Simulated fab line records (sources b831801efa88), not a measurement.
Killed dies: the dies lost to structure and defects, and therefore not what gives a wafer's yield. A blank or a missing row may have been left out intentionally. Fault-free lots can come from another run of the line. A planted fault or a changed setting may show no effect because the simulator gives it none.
fab line records    flow sky130
record: lots: 5  wafers: 15  last-day: 50
route steps=708 shown VIA3@590 METAL4@598 CAP2M@603 PAD_OPEN@708
lots that met no fault: taken from a fault-free run of the same line
start-h: hours from the record's opening day to when the first of the lot's shown wafers began    wait-h: time in hours since the lot's previous step    " the same as in the row above    L1.1+2: one row covering several wafers at once    - either no value or no given start    * or withheld: withheld    < > ~ a bound
route shown NAME@n: names a module that has steps shown in the file, with the first one's number in the route    usual: mean/standard deviation of fault-free wafers    same: alike in all rows    chamber/n: place in a boat    sites: the reading at each site    _std_site: standard deviation of those values    _edge_site: the outer-site mean with the inner-site mean subtracted    radius-mm: for every site, how far away it sits from the centre of the wafer    mask NAME#n: copy n    behind: tool/chamber where the wafer was last shaped    hold: cause of the lot's hold/its duration in hours/its outcome    device: the n, p or np transistor that did not switch    end of line: tests run on the same wafers once the route is complete    a step given without rows: its recipe and nothing more    killed: not the wafer's yield, but the dies lost to structure and defects at the first sort    map: shows each die of a wafer: x if killed, . if not, _ if none is there
set.NAME: the setting that was run; set.NAME@STEP: the one run at that earlier step    model.NAME: the simulator's own value behind a step, which no gauge read
a table for each step, a row for each wafer; lots at some steps of the route
services: a tool's chamber out of use, with start hour (start-h, from the record's first day; less than 0 if before it), hours out, and reason
== steps ==
step: SKY_VIA3_STRIP_17
recipe: chemistry: post-etch-residue-remover  time-s: 1200  temp-c: 72.5
step: SKY_VIA3_CLEAN_18
recipe: chemistry: IPA  time-s: 180  temp-c: 25
step: SKY_VIA3_CLEAN_19
recipe: chemistry: O3/DIW  dry: n2-spin
step: SKY_VIA3_SPUTTER_20
recipe: material: TiN  target-thk-nm: 20  chamber-pressure-pa: 5  power-w: 4000  time-s: 80
usual: chamber-pressure-pa: 5.001/0.011  throttle-valve-pct: 29.3/0.83
lot.wafer  tool            chamber  start-h  wait-h  chamber-pressure-pa  throttle-valve-pct
L248.3     pvd-sputter-02  -        948.99   0.0     5.006                30.2
L248.4     "               -        "        "       4.985                28.6
L248.6     "               -        "        "       4.989                28.8
L251.1     pvd-sputter-03  -        984.51   0.0     4.989                29.4
L251.4     "               -        "        "       5.010                29.3
L251.6     "               -        "        "       4.994                29.6
L254.1     pvd-sputter-03  -        1000.32  0.0     5.000                29.2
L254.3     "               -        "        "       5.004                29.5
L254.6     "               -        "        "       5.002                30.1
L261.2     pvd-sputter-03  -        1033.77  0.0     5.005                29.8
L261.3     "               -        "        "       5.003                29.2
L261.5     "               -        "        "       5.000                29.4
L268.1     pvd-sputter-04  -        1079.61  0.0     5.002                31.1
L268.3     "               -        "        "       5.001                28.6
L268.6     "               -        "        "       5.001                30.0
step: SKY_VIA3_CVD_21
recipe: material: W  target-thk-nm: 390  time-s: 117.31  temp-c: 400  pressure-torr: 40
step: SKY_VIA3_RS_MEAS_22
recipe: thk-meas-gauge: four-point-probe  reads: W_of_VIA3_CVD_21+TiN_of_VIA3_SPUTTER_20
usual: VIA3_W_RS: 0.293/0.0031
lot.wafer  tool           chamber  start-h  wait-h  VIA3_W_RS[ohm/sq]
L248.3     film-metro-02  -        949.22   0.1     0.293
L248.4     "              -        "        "       0.292
L248.6     "              -        "        "       0.296
L251.1     film-metro-01  -        984.69   0.1     0.297
L251.4     "              -        "        "       0.296
L251.6     "              -        "        "       0.296
L254.1     film-metro-02  -        1000.50  0.1     0.293
L254.3     "              -        "        "       0.296
L254.6     "              -        "        "       0.296
L261.2     film-metro-01  -        1033.98  0.1     0.301
L261.3     "              -        "        "       0.295
L261.5     "              -        "        "       0.300
L268.1     film-metro-01  -        1079.80  0.1     0.292
L268.3     "              -        "        "       0.301
L268.6     "              -        "        "       0.295
step: SKY_VIA3_THK_MEAS_23
recipe: thk-meas-gauge: xrf  reads: W_of_VIA3_CVD_21
usual: VIA3_W_THK: 396/5.6
lot.wafer  tool           chamber  start-h  wait-h  VIA3_W_THK[nm]
L248.3     film-metro-02  -        949.32   0.1     392
L248.4     "              -        "        "       396
L248.6     "              -        "        "       392
L251.1     film-metro-01  -        984.81   0.1     396
L251.4     "              -        "        "       398
L251.6     "              -        "        "       401
L254.1     film-metro-02  -        1000.62  0.1     390
L254.3     "              -        "        "       389
L254.6     "              -        "        "       388
L261.2     film-metro-01  -        1034.09  0.1     388
L261.3     "              -        "        "       395
L261.5     "              -        "        "       392
L268.1     film-metro-01  -        1079.92  0.1     402
L268.3     "              -        "        "       392
L268.6     "              -        "        "       400
step: SKY_VIA3_CMP_24
recipe: stop-on: SiO2  t-overpolish-s: 20  down-force-psi: 3.5  platen-rpm: 60  target-thk-nm: 0  pad-velocity-m-s: 0.94248
usual: motor-current-A: 10.3/1.1  overpolish-run-s: 19.999/0.0093  time-to-endpoint-s: 96/3.6
lot.wafer  tool    chamber  start-h  wait-h  motor-current-A  overpolish-run-s  time-to-endpoint-s
L248.4     cmp-01  3        949.36   0.0     10.7             19.998            92
L248.3     "       0        "        "       11.6             19.994            97
L248.6     "       3        "        "       10.7             20.007            92
L251.4     cmp-01  2        984.92   0.1     9.1              19.990            93
L251.1     "       0        "        "       11.9             20.005            92
L251.6     "       1        "        "       10.7             20.001            88
L254.1     cmp-02  1        1000.83  0.2     11.4             20.000            100
L254.3     "       2        "        "       8.4              20.018            89
L254.6     "       1        "        "       10.7             20.005            96
L261.2     cmp-02  1        1034.19  0.1     10.7             20.011            96
L261.3     "       2        "        "       9.0              20.001            95
L261.5     "       0        "        "       11.8             20.002            93
L268.3     cmp-01  2        1080.30  0.4     9.2              19.990            92
L268.1     "       3        "        "       11.2             19.992            87
L268.6     "       0        "        "       11.6             19.987            93
step: SKY_METAL4_SPUTTER_00
recipe: material: Ti  target-thk-nm: 15  power-w: 3000  time-s: 10  chamber-pressure-pa: 0.4
usual: chamber-pressure-pa: 0.4000/0.00086  throttle-valve-pct: 30.0/0.84
lot.wafer  tool            chamber  start-h  wait-h  chamber-pressure-pa  throttle-valve-pct
L248.3     pvd-sputter-01  -        949.66   0.2     0.3996               31.4
L248.4     "               -        "        "       0.3994               30.9
L248.6     "               -        "        "       0.3982               31.0
L251.1     pvd-sputter-02  -        985.17   0.1     0.3993               30.2
L251.4     "               -        "        "       0.3998               29.4
L251.6     "               -        "        "       0.3995               29.1
L254.1     pvd-sputter-01  -        1001.08  0.2     0.4016               31.6
L254.3     "               -        "        "       0.4014               31.0
L254.6     "               -        "        "       0.4014               31.2
L261.2     pvd-sputter-03  -        1034.46  0.2     0.4012               28.9
L261.3     "               -        "        "       0.3988               29.2
L261.5     "               -        "        "       0.3988               29.4
L268.1     pvd-sputter-02  -        1080.50  0.1     0.4004               29.0
L268.3     "               -        "        "       0.3998               28.3
L268.6     "               -        "        "       0.4004               29.0
step: SKY_METAL4_SPUTTER_01
recipe: material: TiN  target-thk-nm: 20  power-w: 6500  time-s: 16.7  chamber-pressure-pa: 0.4
usual: chamber-pressure-pa: 0.4001/0.00082  throttle-valve-pct: 30.0/0.85
lot.wafer  tool            chamber  start-h  wait-h  chamber-pressure-pa  throttle-valve-pct
L248.3     pvd-sputter-01  -        949.68   0.0     0.4001               31.1
L248.4     "               -        "        "       0.4005               30.9
L248.6     "               -        "        "       0.3990               31.0
L251.1     pvd-sputter-02  -        985.19   0.0     0.3997               30.0
L251.4     "               -        "        "       0.4009               28.8
L251.6     "               -        "        "       0.4011               29.1
L254.1     pvd-sputter-01  -        1001.11  0.0     0.3999               31.4
L254.3     "               -        "        "       0.3989               30.5
L254.6     "               -        "        "       0.3997               31.4
L261.2     pvd-sputter-03  -        1034.48  0.0     0.4008               28.8
L261.3     "               -        "        "       0.4002               29.4
L261.5     "               -        "        "       0.3996               29.4
L268.1     pvd-sputter-02  -        1080.53  0.0     0.4002               29.1
L268.3     "               -        "        "       0.4003               28.7
L268.6     "               -        "        "       0.3999               29.3
step: SKY_METAL4_SPUTTER_02
recipe: material: AlCu  target-thk-nm: 735  power-w: 10600  time-s: 39.1  chamber-pressure-pa: 0.4
usual: chamber-pressure-pa: 0.4000/0.00078  throttle-valve-pct: 30.0/0.85
lot.wafer  tool            chamber  start-h  wait-h  chamber-pressure-pa  throttle-valve-pct
L248.3     pvd-sputter-01  -        949.70   0.0     0.3991               31.7
L248.4     "               -        "        "       0.4002               30.8
L248.6     "               -        "        "       0.4011               30.9
L251.1     pvd-sputter-02  -        985.22   0.0     0.3989               29.9
L251.4     "               -        "        "       0.3977               29.1
L251.6     "               -        "        "       0.3990               29.0
L254.1     pvd-sputter-01  -        1001.13  0.0     0.4000               31.6
L254.3     "               -        "        "       0.3996               30.8
L254.6     "               -        "        "       0.3995               31.6
L261.2     pvd-sputter-03  -        1034.51  0.0     0.3999               29.0
L261.3     "               -        "        "       0.3999               29.3
L261.5     "               -        "        "       0.3993               29.1
L268.1     pvd-sputter-02  -        1080.55  0.0     0.3996               29.2
L268.3     "               -        "        "       0.4001               28.7
L268.6     "               -        "        "       0.4000               29.3
step: SKY_METAL4_SPUTTER_03
recipe: material: Ti  target-thk-nm: 5  power-w: 3000  time-s: 3.3  chamber-pressure-pa: 0.4
step: SKY_METAL4_SPUTTER_04
recipe: material: TiN  target-thk-nm: 70  power-w: 6500  time-s: 58.3  chamber-pressure-pa: 0.4
usual: chamber-pressure-pa: 0.4000/0.0008  throttle-valve-pct: 30.0/0.88
lot.wafer  tool            chamber  start-h  wait-h  chamber-pressure-pa  throttle-valve-pct  model.TiN_of_METAL4_SPUTTER_04.thk-nm
L248.3     pvd-sputter-01  -        949.76   0.0     0.4014               31.4                70.21
L248.4     "               -        "        "       0.3987               30.7                70.98
L248.6     "               -        "        "       0.3998               30.7                69.96
L251.1     pvd-sputter-02  -        985.27   0.0     0.4008               30.2                70.32
L251.4     "               -        "        "       0.3996               29.0                70.41
L251.6     "               -        "        "       0.4006               29.0                71.07
L254.1     pvd-sputter-01  -        1001.19  0.0     0.4003               31.4                91.83
L254.3     "               -        "        "       0.3997               31.0                69.55
L254.6     "               -        "        "       0.4016               31.7                70.31
L261.2     pvd-sputter-03  -        1034.57  0.0     0.3994               29.0                69.08
L261.3     "               -        "        "       0.3999               29.4                70.49
L261.5     "               -        "        "       0.3995               29.5                70.8
L268.1     pvd-sputter-02  -        1080.61  0.0     0.3998               29.2                68.18
L268.3     "               -        "        "       0.3998               28.4                68.11
L268.6     "               -        "        "       0.4007               29.1                67.95
step: SKY_CAP2M_CVD_00
recipe: material: SiO2  target-thk-nm: 15.5  temp-c: 400  time-s: withheld  rf-w: 450
step: SKY_PAD_OPEN_PROBE_99
usual: defect-limited-yield: 82.6/1.8  killed_at_M0_to_M3: 43/6.6  killed_at_M4_up: 2.9/1.6  killed-at-contacts: 24/4.9  killed-at-front-end: 15/4.5  killed-at-other: 0.2/0.45  killed-dies: 86/8.8  killed-open: 48/6.4  killed-short: 38/5.6  sort_bin_3_pad_short: 0.8/0.38  sort_bin_5_function: 10.2/1.4  sort_bin_6_memory: 6.4/1.1  sort-n-pass: 406/8.8  sort-yield-pct: 82.6/1.8
same: gross-dies: 492  killed-at-back-side: 0  sort_bin_4_leakage[%]: 0  sort_bin_8_speed[%]: 0
lot.wafer  tool       chamber  start-h  wait-h  defect-limited-yield[%]  killed_at_M0_to_M3  killed_at_M4_up  killed-at-contacts  killed-at-front-end  killed-at-other  killed-dies  killed-open  killed-short  sort_bin_3_pad_short[%]  sort_bin_5_function[%]  sort_bin_6_memory[%]  sort-n-pass  sort-yield-pct[%]  model.etest.via4-chain.rc-ohm
L248.3     prober-02  -        1092.89  0.2     81.5                     50                  2                24                  14                   1                91           49           42            0.8                      11.0                    6.7                   401          81.5               0.7849
L248.4     prober-02  -        1092.94  0.2     80.3                     60                  2                22                  13                   0                97           54           43            0.2                      10.8                    8.7                   395          80.3               0.819
L248.6     prober-02  -        1093.04  0.2     82.5                     41                  5                26                  13                   1                86           54           32            0.4                      10.4                    6.7                   406          82.5               0.8104
L251.1     prober-01  -        1124.74  0.1     85.2                     41                  2                20                  10                   0                73           47           26            1.0                      7.9                     5.9                   419          85.2               0.777
L251.4     prober-01  -        1124.89  0.2     82.3                     50                  2                26                  9                    0                87           50           37            0.8                      10.2                    6.7                   405          82.3               0.7627
L251.6     prober-01  -        1124.99  0.2     82.5                     37                  5                31                  12                   1                86           59           27            0.6                      8.9                     7.9                   406          82.5               0.7925
L254.1     prober-01  -        1136.93  0.1     79.3                     49                  2                33                  18                   0                102          51           51            1.6                      10.8                    8.3                   390          79.3               0.8434
L254.3     prober-01  -        1137.03  0.2     81.5                     39                  2                34                  15                   1                91           59           32            0.6                      11.0                    6.9                   401          81.5               0.76
L254.6     prober-01  -        1137.18  0.2     81.1                     53                  3                26                  11                   0                93           45           48            1.4                      12.0                    5.5                   399          81.1               0.8112
L261.2     prober-02  -        1162.83  0.1     83.3                     42                  2                18                  19                   1                82           52           30            0.2                      10.4                    6.1                   410          83.3               0.7748
L261.3     prober-02  -        1162.88  0.2     80.5                     48                  5                30                  12                   1                96           54           42            0.8                      10.0                    8.7                   396          80.5               0.8003
L261.5     prober-02  -        1162.98  0.2     82.1                     43                  0                26                  18                   1                88           51           37            1.0                      11.6                    5.3                   404          82.1               0.806
L268.1     prober-01  -        1202.84  0.1     83.7                     39                  1                27                  13                   0                80           45           35            1.2                      8.1                     6.9                   412          83.7               0.8478
L268.3     prober-01  -        1202.94  0.2     81.1                     53                  1                24                  14                   1                93           53           40            0.6                      10.8                    7.5                   399          81.1               0.793
L268.6     prober-01  -        1203.09  0.2     80.5                     55                  0                30                  11                   0                96           55           41            0.8                      13.0                    5.7                   396          80.5               0.7727
killed by level:class
L248.3 VIA1:geometric-particle:open=13 CONTACT:geometric-particle:open=13 CONTACT:geometric-particle:short=8 VIA1:geometric-particle:short=7 VIA2:geometric-particle:open=7 POLY_GATE:geometric-particle:short=4 METAL1:geometric-particle:short=4 METAL2:geometric-particle:short=4
L248.4 VIA1:geometric-particle:open=17 CONTACT:geometric-particle:open=9 METAL1:geometric-particle:short=9 LI_CONTACT:geometric-particle:open=7 VIA2:geometric-particle:short=7 VIA2:geometric-particle:open=6 POLY_GATE:geometric-particle:open=5 VIA3:geometric-particle:short=5
L248.6 VIA1:geometric-particle:open=13 CONTACT:geometric-particle:open=11 LI_CONTACT:geometric-particle:open=7 VIA3:geometric-particle:open=6 POLY_GATE:geometric-particle:short=5 VIA2:geometric-particle:open=5 METAL4:geometric-particle:short=5 FIELD_ISO:geometric-particle:open=4
L251.1 LI_CONTACT:geometric-particle:open=8 VIA1:geometric-particle:open=8 VIA2:geometric-particle:open=8 CONTACT:geometric-particle:open=7 VIA3:geometric-particle:open=6 POLY_GATE:geometric-particle:short=4 METAL2:geometric-particle:short=4 VIA2:geometric-particle:short=4
L251.4 LI_CONTACT:geometric-particle:open=10 VIA1:geometric-particle:open=10 VIA1:geometric-particle:short=8 CONTACT:geometric-particle:open=7 VIA3:geometric-particle:open=7 VIA2:geometric-particle:open=7 METAL2:geometric-particle:short=5 VIA2:geometric-particle:short=4
L251.6 CONTACT:geometric-particle:open=12 VIA1:geometric-particle:open=11 LI_CONTACT:geometric-particle:open=10 VIA3:geometric-particle:open=7 CONTACT:geometric-particle:short=5 VIA2:geometric-particle:open=5 POLY_GATE:geometric-particle:open=4 LOCAL_INTERCONNECT:geometric-particle:short=4
L254.1 CONTACT:geometric-particle:open=14 VIA3:geometric-particle:open=10 FIELD_ISO:geometric-particle:short=8 METAL1:geometric-particle:short=8 LI_CONTACT:geometric-particle:open=7 VIA1:geometric-particle:open=7 VIA2:geometric-particle:open=5 CONTACT:geometric-particle:short=5
L254.3 LI_CONTACT:geometric-particle:open=12 VIA1:geometric-particle:open=12 CONTACT:geometric-particle:open=9 VIA3:geometric-particle:open=9 FIELD_ISO:geometric-particle:open=6 CONTACT:geometric-particle:short=6 FIELD_ISO:geometric-particle:short=5 LI_CONTACT:geometric-particle:short=4
L254.6 VIA1:geometric-particle:open=11 VIA3:geometric-particle:open=8 METAL3:geometric-particle:short=7 LI_CONTACT:geometric-particle:open=7 METAL1:geometric-particle:short=7 CONTACT:geometric-particle:open=7 CONTACT:geometric-particle:short=5 FIELD_ISO:geometric-particle:short=4
L261.2 VIA1:geometric-particle:open=14 FIELD_ISO:geometric-particle:open=7 VIA2:geometric-particle:open=6 CONTACT:geometric-particle:open=6 FIELD_ISO:geometric-particle:short=5 LI_CONTACT:geometric-particle:open=5 CONTACT:geometric-particle:short=5 VIA3:geometric-particle:short=5
L261.3 CONTACT:geometric-particle:open=14 VIA2:geometric-particle:open=10 VIA1:geometric-particle:open=8 VIA3:geometric-particle:short=7 LI_CONTACT:geometric-particle:open=6 FIELD_ISO:geometric-particle:short=5 CONTACT:geometric-particle:short=5 METAL2:geometric-particle:short=5
L261.5 VIA2:geometric-particle:open=14 CONTACT:geometric-particle:open=13 CONTACT:geometric-particle:short=8 FIELD_ISO:geometric-particle:short=6 VIA1:geometric-particle:open=6 VIA2:geometric-particle:short=5 VIA3:geometric-particle:open=5 METAL1:geometric-particle:short=4
L268.1 VIA1:geometric-particle:open=14 CONTACT:geometric-particle:open=8 LI_CONTACT:geometric-particle:open=7 FIELD_ISO:geometric-particle:short=6 METAL1:geometric-particle:short=6 CONTACT:geometric-particle:short=5 VIA1:geometric-particle:short=4 FIELD_ISO:geometric-particle:open=3
L268.3 VIA1:geometric-particle:open=16 CONTACT:geometric-particle:open=8 FIELD_ISO:geometric-particle:short=6 VIA2:geometric-particle:short=6 LOCAL_INTERCONNECT:geometric-particle:short=6 VIA3:geometric-particle:open=6 VIA2:geometric-particle:open=6 CONTACT:geometric-particle:short=4
L268.6 CONTACT:geometric-particle:open=11 VIA1:geometric-particle:open=11 VIA2:geometric-particle:open=10 METAL2:geometric-particle:short=8 VIA3:geometric-particle:open=8 LI_CONTACT:geometric-particle:open=6 METAL1:geometric-particle:short=6 LOCAL_INTERCONNECT:geometric-particle:short=5
== services ==
tool            chamber  start-h  hours  kind
pvd-sputter-03  -        955.17   2.2    repair
pvd-sputter-04  -        970.04   1.4    repair
pvd-sputter-02  -        972.47   2.1    repair
pvd-sputter-04  -        985.09   1.1    repair
pvd-sputter-04  -        989.58   3.3    repair
cmp-01          -        990.86   14.6   pm
pvd-sputter-01  -        994.09   2.0    repair
cmp-02          -        997.62   0.3    repair
cmp-01          -        1006.59  10.6   repair
cmp-02          -        1039.99  4.5    pm
cmp-01          -        1058.55  3.5    repair
== key ==
first-sign none at tools or gauges
model-effect: step: SKY_METAL4_SPUTTER_04  value: TiN_of_METAL4_SPUTTER_04.thk-nm  without: 70.04  struck: 91.83
model-effect: step: SKY_PAD_OPEN_PROBE_99  value: etest.via4-chain.rc-ohm  without: 0.8048  struck: 0.8434
met-at SKY_METAL4_SPUTTER_04
struck-wafers L254.1
onset-between 949.76 1001.19
fault: kind: process-parameter-drift  tool: pvd-sputter-01  chamber: -  onset-h: 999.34  steps: SKY_METAL4_SPUTTER_04  channel: time-s  offset: *  shape: step  end-h: 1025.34  scope: struck-wafers-only  acts-in: *  stated: *
